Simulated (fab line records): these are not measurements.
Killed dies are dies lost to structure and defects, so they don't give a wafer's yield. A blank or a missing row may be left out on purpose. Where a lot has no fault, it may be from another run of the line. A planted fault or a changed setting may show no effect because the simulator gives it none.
fab line records -- flow sfqLine
record lots=6, wafers=18, lastDay=80
route steps=325 shown I2@107 M3@118
lots that met no fault: from a run of the same line without faults
startH: hours from the record's first day to the start of the lot's first wafer shown -- waitH: hours elapsed since this lot's preceding step -- " unchanged from the row above -- L1.1+2: a single row standing in for several wafers -- - value missing, or start not given -- * or withheld: withheld -- < > ~ a bound
route shown NAME@n: names a module that has steps shown in the file, with the first one's number in the route -- usual: mean/standard deviation taken from wafers without a fault -- same: alike in all rows -- chamber/n: place in a boat -- sites: each site's reading -- _std_site: standard deviation across them -- _edge_site: inner sites' mean taken away from outer sites' mean -- radiusMm: how far each site lies from the wafer's centre -- mask NAME#n: copy n -- behind: the most recent tool/chamber to have shaped the wafer -- hold: why the lot went on hold/how many hours it stayed there/how the hold came to an end -- device: the n, p or np transistor that did not switch -- end of line: the same wafers' tests at the end of the route -- step lacking rows: just its recipe -- killed: at the first sort, the dies lost to defects and structure; wafer yield is something else -- map: a wafer's dies, marking killed ones x, the rest . and places with no die _
set.NAME: setting as actually run; set.NAME@STEP: the setting as run at that earlier step -- model.NAME: the simulator's own value behind a step, which no gauge read
certain route steps with their lots: each step a table, each wafer a row
services: the hour from which a tool's chamber was out of use, counted from the record's first day as startH (under 0 if before that day), plus the number of hours and why
## steps
# step SFQ_TRILAYER_I2_VIA_LITHO_COAT_072
# recipe resist=BARC, spinRpm=3000, resistThkNm=62
# step SFQ_TRILAYER_I2_VIA_LITHO_COAT_067
# recipe resist=KrF, spinRpm=3000, resistThkNm=650
# step SFQ_TRILAYER_I2_VIA_LITHO_SOFTBAKE_071
# recipe tempC=withheld, timeS=withheld, resist=KrF
# step SFQ_TRILAYER_I2_VIA_LITHO_EXPOSE_068
# recipe maskId=I2, na=0.6, sourceShape=conventional, sigmaOuter=0.65, targetCdNm=500, doseMj=21.3
# step SFQ_TRILAYER_I2_VIA_LITHO_PEB_070
# recipe pebTempC=115, pebTimeS=60, resist=KrF
# step SFQ_TRILAYER_I2_VIA_LITHO_DEVELOP_069
# recipe timeS=60, resist=KrF
# step SFQ_I2_OVL_MEAS_918
# usual I2_OVL=-7/4.9
lot.wafer,tool,chamber,startH,waitH,I2_OVL[nm]
L379.3,overlay-02,-,553.98,0.1,-9
L379.4,overlay-02,-,553.98,0.1,-2
L379.6,overlay-02,-,553.98,0.1,-7
L383.2,overlay-01,-,587.58,0.1,-5
L383.4,overlay-01,-,587.58,0.1,-10
L383.6,overlay-01,-,587.58,0.1,-9
L389.2,overlay-01,-,623.48,0.1,-11
L389.3,overlay-01,-,623.48,0.1,-10
L389.6,overlay-01,-,623.48,0.1,-11
L392.3,overlay-01,-,650.63,0.1,-11
L392.4,overlay-01,-,650.63,0.1,-12
L392.6,overlay-01,-,650.63,0.1,-7
L394.2,overlay-02,-,670.58,0.1,-7
L394.3,overlay-02,-,670.58,0.1,-11
L394.5,overlay-02,-,670.58,0.1,-7
L397.3,overlay-01,-,706.58,0.1,-5
L397.4,overlay-01,-,706.58,0.1,-7
L397.5,overlay-01,-,706.58,0.1,-5
# step SFQ_TRILAYER_I2_VIA_BARC_OPEN_VIA_ETCH_096
# recipe maskMaterial=PR, chemistry=O2, targetDepthNm=125, target=BARC, sourceW=500, biasW=80, pressureMtorr=30, timeS=41.7
# usual drypumpMotorCurrentA=5.9/0.38, oesProductAu=0.685/0.0047
# same timeS=41.7
lot.wafer,tool,chamber,startH,waitH,drypumpMotorCurrentA,oesProductAu,rfHoursCounterH
L379.3,rieDiel-04,1,554.01,0.0,6.6,0.686,44
L379.4,rieDiel-04,2,554.01,0.0,6.0,0.692,12
L379.6,rieDiel-04,3,554.01,0.0,5.3,0.674,-
L383.2,rieDiel-04,3,587.61,0.0,5.3,0.691,34
L383.4,rieDiel-04,2,587.61,0.0,6.0,0.693,13
L383.6,rieDiel-04,2,587.61,0.0,6.0,0.686,-
L389.2,rieDiel-01,2,623.51,0.0,5.8,0.691,13
L389.3,rieDiel-01,1,623.51,0.0,5.8,0.681,39
L389.6,rieDiel-01,0,623.51,0.0,5.6,0.682,-
L392.3,rieDiel-01,2,650.66,0.0,5.8,0.677,13
L392.4,rieDiel-01,0,650.66,0.0,5.6,0.682,13
L392.6,rieDiel-01,3,650.66,0.0,6.2,0.692,-
L394.2,rieDiel-02,1,670.61,0.0,5.4,0.685,9
L394.3,rieDiel-02,2,670.61,0.0,5.8,0.688,1
L394.5,rieDiel-02,3,670.61,0.0,5.8,0.683,-
L397.3,rieDiel-04,3,706.61,0.0,5.3,0.686,37
L397.4,rieDiel-04,2,706.61,0.0,6.0,0.678,16
L397.5,rieDiel-04,0,706.61,0.0,5.7,0.687,-
# step SFQ_TRILAYER_I2_VIA_ETCH_VIA_ETCH_070
# recipe target=SiO2, stopOn=Nb, maskMaterial=PR, taperDeg=20, chemistry=CHF3, targetDepthNm=260, sourceW=500, biasW=80, pressureMtorr=30, timeS=withheld
# usual drypumpMotorCurrentA=5.9/0.38, oesProductAu=0.855/0.0057
lot.wafer,tool,chamber,startH,waitH,drypumpMotorCurrentA,oesProductAu
L379.3,rieDiel-04,1,554.05,0.0,6.6,0.855
L379.4,rieDiel-04,2,554.05,0.0,6.0,0.859
L379.6,rieDiel-04,3,554.05,0.0,5.3,0.854
L383.2,rieDiel-04,3,587.65,0.0,5.3,0.853
L383.4,rieDiel-04,2,587.65,0.0,6.0,0.856
L383.6,rieDiel-04,2,587.65,0.0,6.0,0.856
L389.2,rieDiel-01,2,623.55,0.0,5.8,0.860
L389.3,rieDiel-01,1,623.55,0.0,5.8,0.852
L389.6,rieDiel-01,0,623.55,0.0,5.6,0.849
L392.3,rieDiel-01,2,650.70,0.0,5.8,0.848
L392.4,rieDiel-01,0,650.70,0.0,5.6,0.849
L392.6,rieDiel-01,3,650.70,0.0,6.2,0.862
L394.2,rieDiel-02,1,670.65,0.0,5.4,0.858
L394.3,rieDiel-02,2,670.65,0.0,5.8,0.853
L394.5,rieDiel-02,3,670.65,0.0,5.8,0.866
L397.3,rieDiel-04,3,706.65,0.0,5.3,0.846
L397.4,rieDiel-04,2,706.65,0.0,6.0,0.850
L397.5,rieDiel-04,0,706.65,0.0,5.7,0.858
# step SFQ_TRILAYER_I2_VIA_STRIP_STRIP_071
# recipe gas=O2, powerW=200, platenTempC=40, overashFraction=0.65, chemistry=O2, pressureMtorr=50
# usual drypumpMotorCurrentA=5.3/0.38, oesProductAu=1.004/0.01
lot.wafer,tool,chamber,startH,waitH,drypumpMotorCurrentA,oesProductAu,rfHoursCounterH
L379.3,rieMetal-04,0,554.36,-,5.1,1.016,-
L379.4,rieMetal-04,1,554.36,-,4.8,1.016,-
L379.6,rieMetal-04,0,554.36,-,5.1,1.003,-
L383.2,rieMetal-04,0,587.76,-,5.1,1.021,27
L383.4,rieMetal-04,1,587.76,-,4.8,1.015,-
L383.6,rieMetal-04,0,587.76,-,5.1,1.024,-
L389.2,rieMetal-04,0,623.66,-,5.1,1.008,35
L389.3,rieMetal-04,1,623.66,-,4.8,0.992,-
L389.6,rieMetal-04,0,623.66,-,5.1,1.005,-
L392.3,rieMetal-02,0,651.01,-,5.7,0.995,-
L392.4,rieMetal-02,1,651.01,-,5.9,0.988,-
L392.6,rieMetal-02,0,651.01,-,5.7,1.001,-
L394.2,rieMetal-02,1,670.76,-,5.9,0.993,92
L394.3,rieMetal-02,1,670.76,-,6.0,0.984,-
L394.5,rieMetal-02,1,670.76,-,6.0,0.984,-
L397.3,rieMetal-02,0,706.96,-,5.8,0.991,-
L397.4,rieMetal-02,1,706.96,-,5.9,0.995,-
L397.5,rieMetal-02,0,706.96,-,5.8,0.996,-
# step SFQ_TRILAYER_I2_VIA_STRIP_SOLV_CLEAN_072
# recipe chemistry=NMP, tempC=70, timeS=600
# step SFQ_TRILAYER_M3_DEP_PRE_CLEAN_074
# recipe gas=Ar, timeS=22.5, biasV=250
# step SFQ_TRILAYER_M3_DEP_SPUTTER_073
# recipe material=Nb, basePressurePa=1.33e-06, chamberPressurePa=0.1333, substrateTempC=20, resputterCathodeVoltageV=400, targetThkNm=200, powerW=2000, timeS=133.3
# usual basePressurePa=1.34e-06/7.5e-08, resputterCathodeVoltageV=400/4.3, throttleValvePct=30.5/1.1
# same timeS=133.3
lot.wafer,tool,chamber,startH,waitH,basePressurePa,resputterCathodeVoltageV,throttleValvePct
L379.3,pvdSputter-06,-,555.14,0.0,1.46e-06,396,29.3
L379.4,pvdSputter-06,-,555.14,0.0,1.31e-06,407,31.1
L379.6,pvdSputter-06,-,555.14,0.0,1.29e-06,399,28.9
L383.2,pvdSputter-04,-,588.57,0.0,1.32e-06,398,31.5
L383.4,pvdSputter-04,-,588.57,0.0,1.4e-06,397,31.4
L383.6,pvdSputter-04,-,588.57,0.0,1.42e-06,396,31.7
L383.2,pvdSputter-04,-,588.82,0.2,1.28e-06,396,31.3
L383.4,pvdSputter-04,-,588.82,0.2,1.45e-06,399,31.8
L383.6,pvdSputter-04,-,588.82,0.2,1.43e-06,405,31.6
L389.2,pvdSputter-04,-,624.47,0.0,1.25e-06,403,31.8
L389.3,pvdSputter-04,-,624.47,0.0,1.47e-06,403,31.0
L389.6,pvdSputter-04,-,624.47,0.0,1.51e-06,401,31.5
L389.2,pvdSputter-04,-,624.72,0.2,1.48e-06,404,31.9
L389.3,pvdSputter-04,-,624.72,0.2,1.36e-06,400,30.9
L389.6,pvdSputter-04,-,624.72,0.2,1.32e-06,407,31.7
L392.3,pvdSputter-04,-,651.62,0.0,1.42e-06,401,31.5
L392.4,pvdSputter-04,-,651.62,0.0,1.26e-06,397,30.7
L392.6,pvdSputter-04,-,651.62,0.0,1.35e-06,402,30.1
L394.2,pvdSputter-06,-,671.60,0.0,1.28e-06,407,29.3
L394.3,pvdSputter-06,-,671.60,0.0,1.44e-06,400,28.2
L394.5,pvdSputter-06,-,671.60,0.0,1.32e-06,399,28.3
L397.3,pvdSputter-04,-,707.57,0.0,1.39e-06,399,31.1
L397.4,pvdSputter-04,-,707.57,0.0,1.35e-06,400,30.7
L397.5,pvdSputter-04,-,707.57,0.0,1.24e-06,395,31.4
# step SFQ_M3_RS_MEAS_919
# recipe thkMeasGauge=four-point-probe, reads=Nb_of_TRILAYER_M3_DEP_SPUTTER_073
# usual M3_NB_RS=0.889/0.012
lot.wafer,tool,chamber,startH,waitH,M3_NB_RS[ohm/sq]
L379.3,filmMetro-02,-,555.27,0.1,0.899
L379.4,filmMetro-02,-,555.27,0.1,0.888
L379.6,filmMetro-02,-,555.27,0.1,0.902
L383.2,filmMetro-01,-,588.93,0.1,0.441
L383.4,filmMetro-01,-,588.93,0.1,0.443
L383.6,filmMetro-01,-,588.93,0.1,0.443
L389.2,filmMetro-01,-,624.83,0.1,0.441
L389.3,filmMetro-01,-,624.83,0.1,0.440
L389.6,filmMetro-01,-,624.83,0.1,0.441
L392.3,filmMetro-02,-,651.75,0.1,0.883
L392.4,filmMetro-02,-,651.75,0.1,0.881
L392.6,filmMetro-02,-,651.75,0.1,0.879
L394.2,filmMetro-02,-,671.71,0.1,0.898
L394.3,filmMetro-02,-,671.71,0.1,0.900
L394.5,filmMetro-02,-,671.71,0.1,0.904
L397.3,filmMetro-02,-,707.70,0.1,0.879
L397.4,filmMetro-02,-,707.70,0.1,0.889
L397.5,filmMetro-02,-,707.70,0.1,0.890
# step SFQ_TRILAYER_M3_LITHO_COAT_080
# recipe resist=BARC, spinRpm=3000, resistThkNm=62
# step SFQ_TRILAYER_M3_LITHO_COAT_075
# recipe resist=KrF, spinRpm=3000, resistThkNm=600
# step SFQ_TRILAYER_M3_LITHO_SOFTBAKE_079
# recipe tempC=withheld, timeS=withheld, resist=KrF
# step SFQ_TRILAYER_M3_LITHO_EXPOSE_076
# recipe maskId=M3, na=0.6, sourceShape=conventional, sigmaOuter=0.65, targetCdNm=500, doseMj=14.4
# step SFQ_TRILAYER_M3_LITHO_PEB_078
# recipe pebTempC=115, pebTimeS=60, resist=KrF
# step SFQ_TRILAYER_M3_LITHO_DEVELOP_077
# recipe timeS=60, resist=KrF
# step SFQ_M3_OVL_MEAS_921
# usual M3_OVL=-1/4.1
lot.wafer,tool,chamber,startH,waitH,M3_OVL[nm]
L379.3,overlay-01,-,654.23,0.1,-7
L379.4,overlay-01,-,654.23,0.1,0
L379.6,overlay-01,-,654.23,0.1,-9
L383.2,overlay-02,-,692.18,0.1,-1
L383.4,overlay-02,-,692.18,0.1,-3
L383.6,overlay-02,-,692.18,0.1,-2
L389.2,overlay-01,-,722.18,0.1,2
L389.3,overlay-01,-,722.18,0.1,3
L389.6,overlay-01,-,722.18,0.1,-1
L392.3,overlay-01,-,746.18,0.1,1
L392.4,overlay-01,-,746.18,0.1,4
L392.6,overlay-01,-,746.18,0.1,-5
L394.2,overlay-02,-,764.18,0.1,-5
L394.3,overlay-02,-,764.18,0.1,-5
L394.5,overlay-02,-,764.18,0.1,-7
L397.3,overlay-01,-,792.88,0.1,4
L397.4,overlay-01,-,792.88,0.1,0
L397.5,overlay-01,-,792.88,0.1,1
# step SFQ_TRILAYER_M3_BARC_OPEN_METAL_ETCH_100
# recipe maskMaterial=PR, chemistry=O2, targetDepthNm=125, target=BARC, icpW=600, biasW=80, pressureMtorr=10, timeS=41.7
# usual drypumpMotorCurrentA=5.19/0.17, oesProductAu=0.685/0.0049
# same timeS=41.7
lot.wafer,tool,chamber,startH,waitH,drypumpMotorCurrentA,oesProductAu,rfHoursCounterH
L379.3,rieMetal-01,0,654.28,0.0,5.06,0.686,-
L379.4,rieMetal-01,1,654.28,0.0,5.16,0.690,-
L379.6,rieMetal-01,1,654.28,0.0,5.15,0.690,-
L383.2,rieMetal-04,0,692.21,0.0,5.08,0.684,48
L383.4,rieMetal-04,0,692.21,0.0,5.06,0.698,-
L383.6,rieMetal-04,1,692.21,0.0,4.84,0.688,-
L389.2,rieMetal-04,1,722.21,0.0,4.85,0.681,82
L389.3,rieMetal-04,0,722.21,0.0,5.07,0.685,-
L389.6,rieMetal-04,1,722.21,0.0,4.85,0.685,-
L392.3,rieMetal-03,0,746.23,0.0,5.30,0.690,-
L392.4,rieMetal-03,1,746.23,0.0,5.40,0.690,-
L392.6,rieMetal-03,0,746.23,0.0,5.32,0.689,-
L394.2,rieMetal-01,0,764.21,0.0,5.06,0.684,107
L394.3,rieMetal-01,0,764.21,0.0,5.07,0.692,-
L394.5,rieMetal-01,1,764.21,0.0,5.17,0.685,-
L397.3,rieMetal-03,0,792.93,0.0,5.31,0.691,-
L397.4,rieMetal-03,1,792.93,0.0,5.44,0.689,-
L397.5,rieMetal-03,1,792.93,0.0,5.42,0.676,-
# step SFQ_TRILAYER_M3_ETCH_METAL_ETCH_078
# recipe target=Nb, stopOn=SiO2, maskMaterial=PR, chemistry=Cl2/Ar, targetDepthNm=240, icpW=600, biasW=80, pressureMtorr=10, timeS=120
# usual drypumpMotorCurrentA=5.19/0.16, oesProductAu=0.894/0.0087
# same timeS=120
lot.wafer,tool,chamber,startH,waitH,drypumpMotorCurrentA,oesProductAu,rfHoursCounterH,model.M3.featureDepthNm,model.etch.depthNm
L379.3,rieMetal-01,0,654.36,0.1,5.05,0.885,-,197.6,197.6
L379.4,rieMetal-01,1,654.36,0.1,5.17,0.895,-,199.7,199.7
L379.6,rieMetal-01,1,654.36,0.1,5.17,0.886,-,196.8,196.8
L383.2,rieMetal-04,0,692.27,0.0,5.05,0.997,48,238.6,238.6
L383.4,rieMetal-04,0,692.27,0.0,5.06,0.996,-,239.7,239.7
L383.6,rieMetal-04,1,692.27,0.0,4.86,0.998,-,238.1,238.1
L389.2,rieMetal-04,1,722.27,0.0,4.86,1.010,82,243.9,243.9
L389.3,rieMetal-04,0,722.27,0.0,5.06,1.005,-,241.8,241.8
L389.6,rieMetal-04,1,722.27,0.0,4.86,1.009,-,243.1,243.1
L392.3,rieMetal-03,0,746.31,0.1,5.30,0.896,-,200.9,200.9
L392.4,rieMetal-03,1,746.31,0.1,5.40,0.898,-,201.4,201.4
L392.6,rieMetal-03,0,746.31,0.1,5.29,0.905,-,202.2,202.2
L394.2,rieMetal-01,0,764.27,0.0,5.07,0.888,107,198.2,198.2
L394.3,rieMetal-01,0,764.27,0.0,5.07,0.883,-,197.4,197.4
L394.5,rieMetal-01,1,764.27,0.0,5.17,0.887,-,196.5,196.5
L397.3,rieMetal-03,0,793.01,0.1,5.29,0.900,-,202.3,202.3
L397.4,rieMetal-03,1,793.01,0.1,5.44,0.893,-,199.4,199.4
L397.5,rieMetal-03,1,793.01,0.1,5.41,0.895,-,199.4,199.4
# step SFQ_TRILAYER_M3_STRIP_STRIP_079
# recipe gas=O2, powerW=200, platenTempC=40, overashFraction=0.65, chemistry=O2, pressureMtorr=50
# usual drypumpMotorCurrentA=5.19/0.16, oesProductAu=1.007/0.012
lot.wafer,tool,chamber,startH,waitH,drypumpMotorCurrentA,oesProductAu,rfHoursCounterH
L379.3,rieMetal-01,0,654.64,0.2,5.07,1.008,-
L379.4,rieMetal-01,1,654.64,0.2,5.15,1.023,-
L379.6,rieMetal-01,1,654.64,0.2,5.15,1.016,-
L383.2,rieMetal-04,0,692.39,0.1,5.07,0.998,48
L383.4,rieMetal-04,0,692.39,0.1,5.07,0.996,-
L383.6,rieMetal-04,1,692.39,0.1,4.84,0.990,-
L389.2,rieMetal-04,1,722.39,0.1,4.89,1.005,82
L389.3,rieMetal-04,0,722.39,0.1,5.06,1.002,-
L389.6,rieMetal-04,1,722.39,0.1,4.86,1.013,-
L392.3,rieMetal-03,0,746.59,0.2,5.30,1.003,-
L392.4,rieMetal-03,1,746.59,0.2,5.40,1.019,-
L392.6,rieMetal-03,0,746.59,0.2,5.30,1.018,-
L394.2,rieMetal-01,0,764.39,0.1,5.09,1.002,107
L394.3,rieMetal-01,0,764.39,0.1,5.08,1.010,-
L394.5,rieMetal-01,1,764.39,0.1,5.14,1.028,-
L397.3,rieMetal-03,0,793.29,0.2,5.31,0.972,-
L397.4,rieMetal-03,1,793.29,0.2,5.41,0.998,-
L397.5,rieMetal-03,1,793.29,0.2,5.41,1.008,-
## services
tool,chamber,startH,hours,kind
rieMetal-03,-,530.76,5.5,repair
rieMetal-03,1,536.24,-,clean
rieMetal-03,1,536.24,16.1,scheduledDown
rieMetal-03,1,536.24,16.1,ventCycle
rieDiel-02,-,539.12,1.2,repair
rieDiel-04,0,544.16,1.6,repair
rieDiel-04,-,558.42,0.5,repair
rieMetal-02,-,576.12,40.3,repair
pvdSputter-06,-,580.27,2.5,repair
pvdSputter-04,-,591.57,6.2,repair
rieDiel-04,0,593.92,4.2,repair
rieDiel-04,0,598.17,-,clean
rieDiel-04,0,598.17,15.8,scheduledDown
rieMetal-02,0,609.02,1.0,repair
rieDiel-04,1,615.99,23.8,repair
rieDiel-02,-,619.74,1.1,repair
rieDiel-01,2,634.35,6.3,repair
rieDiel-01,3,657.23,2.6,repair
rieDiel-01,3,683.71,2.0,repair
rieDiel-04,0,725.00,1.3,repair
rieDiel-02,0,728.57,15.1,repair
rieDiel-04,-,742.44,0.2,repair
rieMetal-04,1,749.18,16.4,repair
pvdSputter-06,-,750.62,3.7,repair
## key
firstSign step=SFQ_TRILAYER_M3_DEP_SPUTTER_073, reading=visit, direction=added
effect step=SFQ_M3_RS_MEAS_919, reading=M3_NB_RS, direction=down, sigmas=37, usual=0.889, struck=0.442
effect step=SFQ_TRILAYER_M3_ETCH_METAL_ETCH_078, reading=oesProductAu, direction=up, sigmas=12, usual=0.894, struck=1.003
modelEffect step=SFQ_TRILAYER_M3_ETCH_METAL_ETCH_078, value=M3.featureDepthNm, without=199.8, struck=240.9
metAt SFQ_TRILAYER_M3_DEP_SPUTTER_073
struckWafers L383.2,L383.4,L383.6,L389.2,L389.3,L389.6
fault kind=repeatedStepWhole, tool=pvdSputter-04,pvdSputter-05,pvdSputter-06, chamber=-, onsetH=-, steps=SFQ_TRILAYER_M3_DEP_SPUTTER_073, times=1, scope=struckLotsOnly
